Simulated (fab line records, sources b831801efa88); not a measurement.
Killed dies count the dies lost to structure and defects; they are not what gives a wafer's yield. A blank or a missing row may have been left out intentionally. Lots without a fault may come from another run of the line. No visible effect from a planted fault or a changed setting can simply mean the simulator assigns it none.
fab line records + flow gf180mcu
record:
- lots: 13
- wafers: 37
- last_day: 34
route steps=602 shown STI@15 MVSD@73 V1@358
lots that met no fault: taken from a fault-free run of the same line
start_h: hours from the record's first day to the start of the lot's first wafer shown + wait_h: how many hours have passed since the lot's step before this one + " as in the row above + L1.1+2: a row that stands for several wafers + - no value present, or no start provided + * or withheld: withheld + < > ~ a bound
route shown NAME@n: a module of which the file shows steps, and the number in the route of the first + usual: average and standard deviation across the fault-free wafers + same: alike in all rows + chamber/n: place in a boat + sites: each site's reading + _std_site: standard deviation across them + _edge_site: mean of outer sites minus mean of inner sites + radius_mm: how far each site lies from the wafer's centre + mask NAME#n: copy n + behind: tool/chamber where the wafer was last shaped + hold: why the lot went on hold/how many hours it stayed there/how the hold came to an end + device: whichever transistor did not switch (one of n, p or np) + end of line: tests run on the same wafers once the route is complete + a step given without rows: its recipe and nothing more + killed: at the first sort, the dies lost to defects and structure; wafer yield is something else + map: the dies of a wafer, with x for killed, . for not killed, _ for no die there
set.NAME: the setting the step ran with; set.NAME@STEP: the setting that earlier step ran with + model.NAME: the simulator's own value behind a step, which no gauge read
steps of the route over a sample of lots; a table a step, a row a wafer
services: from which hour (start_h, from the record's first day; less than 0 if before it) a tool's chamber was out of use, for how many hours, and why
== steps ==
step: GF_STI_ETCH_14
recipe:
- target: Si
- chemistry: HBr/Cl2/O2
- target_depth_nm: 360
- icp_w: 600
- bias_w: 150
- pressure_mtorr: 15
- HBr_flow_sccm: 150
- Cl2_flow_sccm: 40
- O2_flow_sccm: 6
- time_s: 102.9
usual:
- drypump_motor_current_A: 5.8/0.42
- oes_product_au: 0.992/0.0086
- throttle_valve_pct: 25.661/0.0097
| lot.wafer | tool      | chamber | start_h | wait_h | drypump_motor_current_A | oes_product_au | rf_hours_counter_h | throttle_valve_pct |
|-----------|-----------|---------|---------|--------|-------------------------|----------------|--------------------|--------------------|
| L191.1    | rie_si-01 | 0       | 26.51   | 0.0    | 5.5                     | 1.005          | 122                | 25.650             |
| L191.5    | "         | 3       | "       | "      | 6.0                     | 0.992          | -                  | 25.660             |
| L191.6    | "         | 0       | "       | "      | 5.6                     | 0.997          | -                  | 25.658             |
| L192.1    | rie_si-01 | 3       | 33.44   | 0.0    | 6.0                     | 0.990          | 2                  | 25.654             |
| L192.2    | "         | 1       | "       | "      | 6.1                     | 0.997          | 129                | 25.657             |
| L192.5    | "         | 0       | "       | "      | 5.5                     | 1.000          | -                  | 25.657             |
| L193.1    | rie_si-02 | 2       | 36.66   | 0.0    | 6.3                     | 0.994          | 76                 | 25.653             |
| L193.3    | "         | 0       | "       | "      | 6.2                     | 0.989          | 136                | 25.671             |
| L193.5    | "         | 1       | "       | "      | 5.7                     | 1.002          | -                  | 25.663             |
| L194.2    | rie_si-02 | 0       | 41.86   | 0.0    | 6.2                     | 0.993          | 136                | 25.661             |
| L194.3    | "         | 2       | "       | "      | 6.3                     | 1.000          | 76                 | 25.648             |
| L194.6    | "         | 2       | "       | "      | 6.3                     | 1.003          | -                  | 25.651             |
| L195.1    | rie_si-02 | 0       | 47.31   | 0.0    | 6.1                     | 0.986          | 136                | 25.660             |
| L195.3    | "         | 1       | "       | "      | 5.7                     | 0.987          | 70                 | 25.674             |
| L195.6    | "         | 1       | "       | "      | 5.7                     | 0.999          | -                  | 25.672             |
| L196.1    | rie_si-01 | 1       | 51.24   | 0.0    | 6.0                     | 0.992          | 129                | 25.675             |
| L196.2    | "         | 0       | "       | "      | 5.6                     | 0.997          | 122                | 25.652             |
| L196.6    | "         | 3       | "       | "      | 6.0                     | 0.982          | -                  | 25.660             |
| L197.1    | rie_si-01 | 1       | 57.79   | 0.0    | 6.0                     | 0.978          | 129                | 25.669             |
| L197.5    | "         | 3       | "       | "      | 6.0                     | 0.987          | -                  | 25.654             |
| L197.6    | "         | 2       | "       | "      | 5.0                     | 1.007          | -                  | 25.659             |
| L203.1    | rie_si-01 | 0       | 87.83   | 0.0    | 5.6                     | 1.001          | 123                | 25.654             |
| L203.3    | "         | 2       | "       | "      | 5.0                     | 1.002          | 108                | 25.651             |
| L203.6    | "         | 1       | "       | "      | 6.0                     | 0.992          | -                  | 25.665             |
| L207.2    | rie_si-02 | 1       | 107.04  | 0.0    | 5.7                     | 0.982          | 70                 | 25.662             |
| L210.2    | rie_si-01 | 0       | 124.41  | 0.0    | 5.5                     | 0.992          | 123                | 25.668             |
| L210.5    | "         | 1       | "       | "      | 6.0                     | 0.992          | -                  | 25.667             |
| L210.6    | "         | 2       | "       | "      | 4.9                     | 0.999          | -                  | 25.667             |
| L211.3    | rie_si-01 | 1       | 129.39  | 0.0    | 6.0                     | 1.002          | 130                | 25.661             |
| L211.4    | "         | 3       | "       | "      | 6.0                     | 0.996          | 2                  | 25.657             |
| L211.6    | "         | 3       | "       | "      | 6.0                     | 1.000          | -                  | 25.674             |
| L212.2    | rie_si-01 | 3       | 134.64  | 0.0    | 6.0                     | 0.987          | 3                  | 25.662             |
| L212.3    | "         | 2       | "       | "      | 5.0                     | 0.998          | 108                | 25.660             |
| L212.6    | "         | 3       | "       | "      | 6.0                     | 0.992          | -                  | 25.660             |
| L213.1    | rie_si-01 | 2       | 138.54  | 0.0    | 4.9                     | 0.991          | 109                | 25.666             |
| L213.4    | "         | 0       | "       | "      | 5.5                     | 0.989          | 123                | 25.645             |
| L213.5    | "         | 2       | "       | "      | 4.9                     | 0.993          | -                  | 25.665             |
step: GF_STI_WET_ETCH_26
recipe:
- chemistry: dHF
- target_depth_nm: 94
- target: SiO2
- temp_c: 25
- dilution: 10:1
- time_s: 188
usual:
- temp_c: 25.00/0.1
| lot.wafer | tool         | chamber | start_h | wait_h | temp_c |
|-----------|--------------|---------|---------|--------|--------|
| L191.1    | wet_bench-03 | 2       | 28.66   | 0.2    | 24.83  |
| L191.5    | "            | 2       | "       | "      | 24.93  |
| L191.6    | "            | 2       | "       | "      | 24.86  |
| L192.1    | wet_bench-03 | 0       | 35.88   | 0.1    | 25.03  |
| L192.2    | "            | 0       | "       | "      | 24.84  |
| L192.5    | "            | 0       | "       | "      | 24.95  |
| L193.1    | wet_bench-04 | 2       | 39.59   | 0.2    | 24.81  |
| L193.3    | "            | 2       | "       | "      | 24.73  |
| L193.5    | "            | 2       | "       | "      | 24.80  |
| L194.2    | wet_bench-03 | 0       | 44.01   | 0.2    | 24.84  |
| L194.3    | "            | 0       | "       | "      | 24.96  |
| L194.6    | "            | 0       | "       | "      | 24.88  |
| L195.1    | wet_bench-04 | 1       | 49.55   | 0.1    | 25.16  |
| L195.3    | "            | 1       | "       | "      | 24.84  |
| L195.6    | "            | 1       | "       | "      | 24.96  |
| L196.1    | wet_bench-03 | 2       | 53.39   | 0.1    | 25.10  |
| L196.2    | "            | 2       | "       | "      | 24.99  |
| L196.6    | "            | 2       | "       | "      | 24.93  |
| L197.1    | wet_bench-03 | 1       | 59.94   | 0.1    | 25.01  |
| L197.5    | "            | 1       | "       | "      | 24.94  |
| L197.6    | "            | 1       | "       | "      | 24.89  |
| L203.1    | wet_bench-04 | 3       | 89.97   | 0.2    | 25.11  |
| L203.3    | "            | 3       | "       | "      | 25.07  |
| L203.6    | "            | 3       | "       | "      | 25.11  |
| L207.2    | wet_bench-03 | 1       | 109.39  | 0.2    | 24.56  |
| L210.2    | wet_bench-01 | 3       | 126.59  | 0.1    | 24.99  |
| L210.5    | "            | 3       | "       | "      | 25.01  |
| L210.6    | "            | 3       | "       | "      | 25.02  |
| L211.3    | wet_bench-04 | 3       | 131.55  | 0.1    | 25.10  |
| L211.4    | "            | 3       | "       | "      | 25.20  |
| L211.6    | "            | 3       | "       | "      | 25.18  |
| L212.2    | wet_bench-01 | 3       | 140.88  | 0.1    | 25.04  |
| L212.3    | "            | 3       | "       | "      | 24.94  |
| L212.6    | "            | 3       | "       | "      | 24.95  |
| L213.1    | wet_bench-01 | 2       | 140.99  | 0.1    | 24.93  |
| L213.4    | "            | 2       | "       | "      | 24.99  |
| L213.5    | "            | 2       | "       | "      | 25.03  |
step: GF_MVSD_OVL_MEAS_07
usual:
- MVSD_OVL: -0.6/1.3
| lot.wafer | tool       | chamber | start_h | wait_h | MVSD_OVL[nm] |
|-----------|------------|---------|---------|--------|--------------|
| L191.1    | overlay-01 | -       | 82.14   | -      | 1.3          |
| L191.5    | "          | -       | "       | "      | -3.0         |
| L191.6    | "          | -       | "       | "      | -0.2         |
| L192.1    | overlay-01 | -       | 90.29   | -      | -0.4         |
| L192.2    | "          | -       | "       | "      | -1.9         |
| L192.5    | "          | -       | "       | "      | -1.6         |
| L193.1    | overlay-02 | -       | 94.56   | -      | 1.5          |
| L193.3    | "          | -       | "       | "      | 1.0          |
| L193.5    | "          | -       | "       | "      | 2.0          |
| L194.2    | overlay-02 | -       | 100.15  | -      | 0.3          |
| L194.3    | "          | -       | "       | "      | 1.1          |
| L194.6    | "          | -       | "       | "      | 1.0          |
| L195.1    | overlay-01 | -       | 105.49  | -      | -3.2         |
| L195.3    | "          | -       | "       | "      | -2.7         |
| L195.6    | "          | -       | "       | "      | -3.7         |
| L196.1    | overlay-01 | -       | 109.99  | -      | 0.5          |
| L196.2    | "          | -       | "       | "      | -0.5         |
| L196.6    | "          | -       | "       | "      | -0.9         |
| L197.1    | overlay-01 | -       | 117.24  | -      | 0.1          |
| L197.5    | "          | -       | "       | "      | 0.6          |
| L197.6    | "          | -       | "       | "      | 0.1          |
| L203.1    | overlay-01 | -       | 151.19  | -      | 0.4          |
| L203.3    | "          | -       | "       | "      | 2.1          |
| L203.6    | "          | -       | "       | "      | 0.1          |
| L207.2    | overlay-02 | -       | 173.30  | -      | -0.4         |
| L210.2    | overlay-01 | -       | 193.02  | -      | -1.6         |
| L210.5    | "          | -       | "       | "      | -0.7         |
| L210.6    | "          | -       | "       | "      | -2.5         |
| L211.3    | overlay-01 | -       | 201.35  | -      | -0.2         |
| L211.4    | "          | -       | "       | "      | 0.1          |
| L211.6    | "          | -       | "       | "      | -0.6         |
| L213.1    | overlay-02 | -       | 212.13  | -      | 1.1          |
| L213.4    | "          | -       | "       | "      | 1.8          |
| L213.5    | "          | -       | "       | "      | -1.3         |
| L212.2    | overlay-01 | -       | 212.84  | -      | -0.5         |
| L212.3    | "          | -       | "       | "      | 0.1          |
| L212.6    | "          | -       | "       | "      | -0.7         |
step: GF_V1_CVD_23
recipe:
- material: W
- target_thk_nm: 350
- time_s: 105.05
- temp_c: 400
- pressure_torr: 40
usual:
- heater_power_w: 870/60
| lot.wafer | tool     | chamber | start_h | wait_h | heater_power_w |
|-----------|----------|---------|---------|--------|----------------|
| L191.1    | cvd_w-02 | 1       | 414.65  | 0.0    | 983            |
| L191.5    | "        | 0       | "       | "      | 798            |
| L191.6    | "        | 1       | "       | "      | 974            |
| L192.1    | cvd_w-01 | 0       | 427.66  | 0.0    | 842            |
| L192.2    | "        | 1       | "       | "      | 851            |
| L192.5    | "        | 0       | "       | "      | 843            |
| L193.1    | cvd_w-02 | 1       | 433.09  | 0.0    | 979            |
| L193.3    | "        | 0       | "       | "      | 825            |
| L193.5    | "        | 1       | "       | "      | 963            |
| L194.2    | cvd_w-02 | 0       | 444.68  | 0.0    | 819            |
| L194.3    | "        | 1       | "       | "      | 965            |
| L194.6    | "        | 0       | "       | "      | 803            |
| L195.1    | cvd_w-01 | 1       | 452.76  | 0.0    | 849            |
| L195.3    | "        | 0       | "       | "      | 836            |
| L195.6    | "        | 0       | "       | "      | 855            |
| L196.1    | cvd_w-01 | 1       | 460.57  | 0.0    | 843            |
| L196.2    | "        | 0       | "       | "      | 854            |
| L196.6    | "        | 1       | "       | "      | 835            |
| L197.1    | cvd_w-01 | 0       | 470.26  | 0.0    | 843            |
| L197.5    | "        | 0       | "       | "      | 842            |
| L197.6    | "        | 1       | "       | "      | 827            |
| L203.1    | cvd_w-02 | 0       | 521.13  | 0.0    | 811            |
| L203.3    | "        | 0       | "       | "      | 827            |
| L203.6    | "        | 1       | "       | "      | 999            |
| L207.2    | cvd_w-01 | 1       | 553.73  | 0.0    | 862            |
| L210.2    | cvd_w-02 | 1       | 581.08  | 0.0    | 970            |
| L210.5    | "        | 0       | "       | "      | 806            |
| L210.6    | "        | 1       | "       | "      | 967            |
| L211.3    | cvd_w-02 | 0       | 586.58  | 0.1    | 813            |
| L211.4    | "        | 1       | "       | "      | 1005           |
| L211.6    | "        | 0       | "       | "      | 835            |
| L213.1    | cvd_w-02 | 0       | 600.57  | 0.0    | 826            |
| L213.4    | "        | 0       | "       | "      | 808            |
| L213.5    | "        | 0       | "       | "      | 836            |
| L212.2    | cvd_w-01 | 1       | 602.63  | 0.0    | 843            |
| L212.3    | "        | 0       | "       | "      | 881            |
| L212.6    | "        | 1       | "       | "      | 870            |
== services ==
| tool         | chamber | start_h | hours | kind   |
|--------------|---------|---------|-------|--------|
| rie_si-02    | 3       | 10.73   | 11.8  | repair |
| rie_si-02    | -       | 20.94   | 0.6   | repair |
| cvd_w-01     | -       | 27.66   | 12.7  | repair |
| cvd_w-02     | -       | 30.68   | 3.7   | repair |
| cvd_w-02     | -       | 68.87   | 14.6  | pm     |
| cvd_w-01     | -       | 181.63  | 2.8   | repair |
| cvd_w-02     | -       | 202.79  | 0.4   | repair |
| cvd_w-02     | -       | 204.85  | 3.2   | repair |
| cvd_w-01     | 1       | 210.29  | 5.6   | repair |
| cvd_w-01     | -       | 225.52  | 1.1   | repair |
| rie_si-01    | 3       | 328.41  | 1.4   | repair |
| rie_si-01    | -       | 339.94  | 1.5   | repair |
| cvd_w-02     | -       | 390.00  | 14.0  | pm     |
| rie_si-01    | 3       | 393.89  | 12.8  | repair |
| cvd_w-01     | -       | 425.84  | 0.7   | repair |
| wet_bench-03 | -       | 449.67  | 6.3   | repair |
| wet_bench-03 | -       | 455.95  | 4.4   | pm     |
| wet_bench-04 | -       | 464.97  | 4.1   | repair |
| cvd_w-02     | 1       | 501.20  | 19.0  | repair |
| cvd_w-02     | -       | 522.44  | 28.1  | pm     |
| rie_si-01    | -       | 527.04  | 14.6  | pm     |
| cvd_w-02     | 0       | 552.85  | 10.5  | repair |
| cvd_w-02     | -       | 556.46  | 1.2   | repair |
| wet_bench-03 | -       | 600.58  | 0.8   | repair |
== key ==
first_sign:
- step: GF_STI_WET_ETCH_26
- reading: temp_c
- direction: down
- sigmas: 4.2
- usual: *
- struck: *
effect none on later readings
met_at GF_STI_WET_ETCH_26
struck_lots L207
tester_left_out L207
not_acting_at GF_STI_ETCH_14,GF_MVSD_OVL_MEAS_07,GF_V1_CVD_23
onset_between 59.94 109.39
fault:
- kind: process_parameter_drift
- tool: wet_bench-03
- chamber: -
- onset_h: 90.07
- steps: GF_STI_WET_ETCH_26
- channel: temp_c
- offset: *
- shape: step
- end_h: 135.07
- acts_in: *
- stated: *
tester_left_out: of these lots the tester's yield and bins aren't shown, on N5 and GAA mostly nor the transistor test; their killed dies are dies lost to structure and defects alone, not to doping, threshold or leakage, so they don't give the yield
